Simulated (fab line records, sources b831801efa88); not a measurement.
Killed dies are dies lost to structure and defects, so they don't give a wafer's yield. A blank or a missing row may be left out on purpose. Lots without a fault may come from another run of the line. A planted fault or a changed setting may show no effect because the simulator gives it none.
Chamber matching | flow gf180mcu | GF_V5_CMP_04 on cmp-02: 4 sister chambers
The step polishes SiO2. 8 wafers are shown with their chamber, then 11 later ones without.

WAFERS WITH THEIR CHAMBER
wafer  | chamber | motor_current_A (A)
L085.1 | 0       | 12.5
L085.4 | 3       | 11.7
L086.2 | 2       | 11.4
L086.4 | 0       | 12.6
L089.2 | 2       | 11.5
L089.3 | 1       | 10.0
L089.5 | 3       | 12.3
L091.2 | 1       | 9.3

WAFERS WITHOUT THEIR CHAMBER
wafer  | motor_current_A (A)
L091.3 | 12.2
L091.4 | 12.4
L092.1 | 11.9
L092.2 | 10.1
L092.4 | 11.7
L095.1 | 11.9
L095.3 | 13.0
L095.6 | 12.0
L096.1 | 10.0
L096.2 | 12.0
L096.5 | 12.3

WHICH CHAMBER EACH WENT THROUGH
wafer  | from the rows above          | in truth
L091.3 | can't be placed: 3 or 0 or 2 | 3
L091.4 | can't be placed: 0 or 3      | 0
L092.1 | can't be placed: 3 or 2 or 0 | 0
L092.2 | 1                            | 1
L092.4 | can't be placed: 2 or 3 or 0 | 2
L095.1 | can't be placed: 3 or 2 or 0 | 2
L095.3 | can't be placed: 0 or 3      | 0
L095.6 | can't be placed: 3 or 0 or 2 | 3
L096.1 | 1                            | 1
L096.2 | can't be placed: 3 or 0 or 2 | 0
L096.5 | can't be placed: 0 or 3 or 2 | 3
Placed correctly: 2 of 11. Can't be placed from these rows: 9 (the true chamber is among the candidates in 9). Placed wrongly: 0.
How it was worked out, from the rows above alone: a wafer's distance from a chamber is the root of the sum, over the readings, of the square of ((its reading less the chamber's mean) divided by the reading's scatter). The wafer belongs to the nearest chamber; if the next one is less than 2 further off, it can't be placed. A chamber's mean is the mean of its shown wafers. The scatter: the root of (the sum of the squares of (reading less its chamber's mean) over the shown wafers, divided by (wafers less chambers)).
